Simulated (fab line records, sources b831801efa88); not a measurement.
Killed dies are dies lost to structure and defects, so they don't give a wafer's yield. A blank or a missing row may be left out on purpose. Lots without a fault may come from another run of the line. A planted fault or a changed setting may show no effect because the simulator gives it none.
Which tool did it? | flow sky130 | 24 lots, 72 wafers sampled, at 6 steps of a route of 708

WHAT THE GAUGES READ, wafer by wafer
SKY_VT_ADJUST_LVTN_TW_MEAS_21.
lot  | measured     | on            | VT_ADJUST_LVTN_2_TW
L075 | day 8 08:59  | film_metro-01 | 192.1 192.4 192.4
L074 | day 8 11:03  | film_metro-01 | 192.8 192.1 192.7
L077 | day 9 03:34  | film_metro-01 | 191.7 191.2 191.3
L076 | day 9 03:47  | film_metro-02 | 187.6 187.6 187.0
L078 | day 9 10:58  | film_metro-02 | 186.4 187.0 187.3
L079 | day 9 11:23  | film_metro-02 | 186.4 186.5 188.2
L080 | day 9 21:40  | film_metro-04 | 190.4 191.3 189.8
L082 | day 10 06:42 | film_metro-01 | 191.7 191.5 191.3
L081 | day 10 07:35 | film_metro-01 | 192.0 191.1 191.2
L083 | day 10 14:54 | film_metro-04 | 191.4 190.4 191.0
L084 | day 10 16:45 | film_metro-02 | 187.3 186.0 186.5
L085 | day 11 02:39 | film_metro-01 | 190.8 192.5 192.8
L086 | day 11 05:18 | film_metro-02 | 189.0 188.9 189.2
L087 | day 11 13:02 | film_metro-04 | 190.6 189.7 191.0
L088 | day 11 19:11 | film_metro-01 | 192.0 192.9 192.9
L089 | day 12 01:40 | film_metro-02 | 188.6 188.3 188.4
L090 | day 12 09:53 | film_metro-04 | 191.4 191.0 192.0
L091 | day 12 17:59 | film_metro-02 | 187.8 188.6 188.5
L092 | day 12 23:41 | film_metro-01 | 190.5 191.6 190.9
L093 | day 13 05:30 | film_metro-04 | 191.3 189.9 190.2
L094 | day 13 09:57 | film_metro-01 | 191.0 191.2 192.0
L095 | day 13 19:38 | film_metro-02 | 188.4 189.4 189.2
L096 | day 13 21:43 | film_metro-02 | 188.2 188.1 188.3
L097 | day 14 07:24 | film_metro-04 | 191.9 192.5 191.7

SKY_VT_ADJUST_NCORE_CD_MEAS_07: target cd 380 nm.
lot  | measured     | on        | cd_nm (nm)
L075 | day 9 05:46  | cd_sem-01 | 380.1 379.5 379.0
L074 | day 9 07:58  | cd_sem-02 | 375.5 377.3 376.9
L077 | day 10 01:10 | cd_sem-01 | 380.1 380.1 381.6
L076 | day 10 02:05 | cd_sem-01 | 382.1 381.2 382.0
L078 | day 10 09:26 | cd_sem-02 | 382.4 380.2 380.3
L079 | day 10 09:52 | cd_sem-01 | 377.7 374.9 376.1
L080 | day 10 19:15 | cd_sem-02 | 379.9 382.5 379.8
L082 | day 11 05:08 | cd_sem-02 | 381.5 382.3 380.1
L081 | day 11 05:32 | cd_sem-01 | 377.0 376.3 375.8
L083 | day 11 14:20 | cd_sem-01 | 379.8 378.8 379.1
L084 | day 11 16:25 | cd_sem-01 | 378.5 381.2 378.0
L085 | day 12 02:05 | cd_sem-02 | 380.6 380.0 378.3
L086 | day 12 04:51 | cd_sem-01 | 382.3 381.2 381.7
L087 | day 12 12:20 | cd_sem-01 | 380.4 379.3 380.8
L088 | day 12 19:48 | cd_sem-02 | 378.9 378.9 380.1
L089 | day 13 02:12 | cd_sem-02 | 384.1 382.9 382.5
L090 | day 13 10:38 | cd_sem-02 | 378.3 379.6 380.7
L091 | day 13 19:52 | cd_sem-02 | 378.1 376.0 373.8
L092 | day 14 01:02 | cd_sem-02 | 379.0 380.1 380.4
L093 | day 14 06:49 | cd_sem-01 | 387.6 386.1 387.9
L094 | day 14 11:52 | cd_sem-02 | 379.4 381.6 379.4
L095 | day 14 21:17 | cd_sem-01 | 377.3 381.5 380.8
L096 | day 14 23:41 | cd_sem-01 | 379.8 382.3 379.3
L097 | day 15 09:28 | cd_sem-02 | 384.8 383.0 385.8

SKY_VT_ADJUST_NCORE_TW_MEAS_11.
lot  | measured     | on            | VT_ADJUST_NCORE_TW
L075 | day 9 06:11  | film_metro-02 | 216.2 217.4 217.0
L074 | day 9 09:01  | film_metro-01 | 224.2 223.4 222.6
L077 | day 10 01:35 | film_metro-01 | 222.3 222.8 223.2
L076 | day 10 02:29 | film_metro-02 | 218.8 218.2 219.8
L078 | day 10 09:49 | film_metro-03 | 223.7 223.5 223.3
L079 | day 10 10:16 | film_metro-02 | 218.7 218.6 218.9
L080 | day 10 19:37 | film_metro-01 | 222.6 222.1 222.4
L082 | day 11 05:31 | film_metro-03 | 221.6 223.3 220.8
L081 | day 11 05:56 | film_metro-01 | 224.1 225.0 224.1
L083 | day 11 14:44 | film_metro-01 | 224.3 225.3 224.2
L084 | day 11 16:48 | film_metro-01 | 224.8 224.8 224.7
L085 | day 12 02:28 | film_metro-01 | 223.2 222.8 222.3
L086 | day 12 05:15 | film_metro-01 | 223.1 222.4 222.8
L087 | day 12 12:44 | film_metro-03 | 221.3 221.5 220.5
L088 | day 12 20:13 | film_metro-01 | 221.6 224.3 223.1
L089 | day 13 02:37 | film_metro-03 | 221.7 222.0 221.7
L090 | day 13 11:02 | film_metro-01 | 222.6 223.7 223.3
L091 | day 13 20:16 | film_metro-02 | 220.2 219.4 219.9
L092 | day 14 01:26 | film_metro-03 | 222.6 222.7 221.8
L093 | day 14 07:13 | film_metro-01 | 220.3 223.0 222.4
L094 | day 14 12:16 | film_metro-01 | 223.1 224.2 222.7
L095 | day 14 21:41 | film_metro-02 | 219.1 217.9 219.0
L096 | day 15 00:04 | film_metro-03 | 221.4 222.6 222.0
L097 | day 15 09:52 | film_metro-01 | 224.3 223.6 224.5

SKY_SONOS_TUNNEL_OVL_MEAS_08.
lot  | measured     | on         | SONOS_TUNNEL_OVL (nm)
L075 | day 12 03:22 | overlay-02 | -1.0 0.5 0.9
L074 | day 12 06:35 | overlay-02 | 2.6 1.9 1.8
L077 | day 12 23:48 | overlay-02 | -1.8 -0.8 -1.3
L076 | day 13 00:28 | overlay-01 | 1.5 3.4 3.1
L078 | day 13 08:55 | overlay-02 | 0.4 0.7 0.2
L079 | day 13 10:04 | overlay-02 | 1.8 1.1 -0.1
L080 | day 13 21:17 | overlay-01 | 1.3 -0.4 0.8
L082 | day 14 09:02 | overlay-01 | 0.4 -0.4 -0.6
L081 | day 14 09:49 | overlay-01 | 0.7 0.9 1.3
L083 | day 14 18:32 | overlay-01 | 1.5 0.6 1.3
L084 | day 14 20:55 | overlay-01 | 1.6 1.2 1.6
L085 | day 15 05:53 | overlay-02 | 1.1 1.1 0.1
L086 | day 15 11:08 | overlay-01 | 0.5 -0.8 1.4
L087 | day 15 18:22 | overlay-02 | -2.7 -3.1 -0.5
L088 | day 16 02:37 | overlay-01 | 0.4 0.1 -0.2
L089 | day 16 08:22 | overlay-01 | 0.8 1.2 1.4
L090 | day 16 18:49 | overlay-02 | -1.1 -0.4 -2.4
L091 | day 17 07:07 | overlay-02 | 0.8 -2.1 -0.8
L092 | day 17 10:46 | overlay-02 | 1.7 1.9 1.6
L093 | day 17 17:43 | overlay-02 | 1.6 1.3 1.4
L094 | day 18 00:23 | overlay-01 | -0.8 0.8 1.2
L095 | day 18 11:16 | overlay-01 | -1.9 -1.9 -1.9
L096 | day 18 14:05 | overlay-02 | 3.6 3.0 2.5
L097 | day 18 23:49 | overlay-01 | -0.8 -0.5 -1.2

SKY_SONOS_TUNNEL_TW_MEAS_12.
lot  | measured     | on            | SONOS_TUNNEL_TW
L075 | day 12 03:50 | film_metro-01 | 200.8 201.1 201.0
L074 | day 12 07:07 | film_metro-04 | 199.0 200.1 202.7
L077 | day 13 00:26 | film_metro-02 | 197.5 198.4 198.3
L076 | day 13 01:00 | film_metro-01 | 202.3 201.8 201.8
L078 | day 13 09:33 | film_metro-04 | 198.9 199.4 199.1
L079 | day 13 10:37 | film_metro-04 | 200.0 199.6 199.9
L080 | day 13 21:55 | film_metro-02 | 198.4 198.3 198.4
L082 | day 14 09:29 | film_metro-04 | 201.4 201.3 200.9
L081 | day 14 10:22 | film_metro-02 | 197.3 196.2 197.2
L083 | day 14 19:12 | film_metro-02 | 196.7 197.1 197.9
L084 | day 14 21:35 | film_metro-04 | 199.4 199.8 201.3
L085 | day 15 06:21 | film_metro-01 | 201.8 201.9 202.3
L086 | day 15 11:41 | film_metro-02 | 198.1 197.8 197.6
L087 | day 15 18:50 | film_metro-02 | 197.7 198.3 196.9
L088 | day 16 03:04 | film_metro-02 | 197.4 196.7 197.6
L089 | day 16 08:49 | film_metro-01 | 201.8 200.5 201.6
L090 | day 16 19:17 | film_metro-01 | 201.7 201.8 202.0
L091 | day 17 07:44 | film_metro-02 | 197.0 197.2 197.9
L092 | day 17 11:19 | film_metro-02 | 198.3 198.1 197.4
L093 | day 17 18:10 | film_metro-01 | 201.6 201.5 202.2
L094 | day 18 00:50 | film_metro-04 | 198.8 198.5 199.5
L095 | day 18 11:43 | film_metro-02 | 197.2 197.4 196.4
L096 | day 18 14:33 | film_metro-01 | 201.9 202.3 201.1
L097 | day 19 00:16 | film_metro-04 | 200.1 199.6 199.2

SKY_SONOS_ONO_THK_MEAS_01.
lot  | measured     | on            | SONOS_ONO_OXIDATION_THK (nm)
L075 | day 12 06:17 | film_metro-02 | 2.49 2.55 2.53
L074 | day 12 09:42 | film_metro-01 | 2.68 2.69 2.65
L077 | day 13 01:51 | film_metro-01 | 2.57 2.47 2.58
L076 | day 13 03:11 | film_metro-03 | 2.54 2.53 2.56
L078 | day 13 13:17 | film_metro-03 | 2.71 2.66 2.68
L079 | day 13 13:16 | film_metro-02 | 2.51 2.54 2.57
L080 | day 13 23:21 | film_metro-01 | 2.61 2.59 2.63
L082 | day 14 11:31 | film_metro-01 | 2.68 2.64 2.66
L081 | day 14 12:51 | film_metro-02 | 2.58 2.70 2.58
L083 | day 14 22:07 | film_metro-03 | 2.63 2.61 2.64
L084 | day 14 23:45 | film_metro-03 | 2.60 2.57 2.66
L085 | day 15 08:52 | film_metro-02 | 2.58 2.55 2.47
L086 | day 15 13:37 | film_metro-02 | 2.63 2.54 2.54
L087 | day 15 20:15 | film_metro-02 | 2.61 2.50 2.53
L088 | day 16 04:29 | film_metro-02 | 2.44 2.52 2.53
L089 | day 16 10:14 | film_metro-03 | 2.66 2.64 2.54
L090 | day 16 20:42 | film_metro-01 | 2.61 2.62 2.54
L091 | day 17 11:10 | film_metro-01 | 2.63 2.56 2.55
L092 | day 17 14:16 | film_metro-02 | 2.66 2.68 2.64
L093 | day 17 20:23 | film_metro-03 | 2.65 2.67 2.69
L094 | day 18 02:46 | film_metro-02 | 2.64 2.63 2.65
L095 | day 18 13:08 | film_metro-03 | 2.68 2.52 2.59
L096 | day 18 17:19 | film_metro-03 | 2.57 2.58 2.48
L097 | day 19 03:25 | film_metro-02 | 2.54 2.57 2.65

WHICH TOOL RAN EACH LOT (tool, then ch and the chambers of the sampled wafers, then the start)
The record holds no process step before these readings.

WHAT THE TOOLS THEMSELVES READ (means of the sampled wafers that have a number; where no wafer has one, the mark that the record gives instead)
The record holds no such reading with a usual standard deviation.

THE ANSWER, worked out from the rows above alone
Rule: what is usual is taken from the lots themselves. Put in order of their means at a reading, lots are off if they are a third of the lots or fewer, leave a main group of 4 or more, and stand apart from it by a gap of 3 or more times the standard deviation of the main group's means; of several such gaps the widest counts. A main group whose means are all the same, to the digits that the tables above print for the reading, isn't used. A lot without any number at a reading at which 4 lots or more have one is off too. The other lots that the step has rows for count as sound. The gauges are gone through in route order, then the tools' own readings, and for those a lot's mean is taken as printed above. The first step at which some lot is off is used, and at that step the reading that is off furthest; a lot without a number counts as furthest.
No lot is off at any reading shown: from this, nothing can be told.

WHAT THE SIMULATOR HAD PUT IN
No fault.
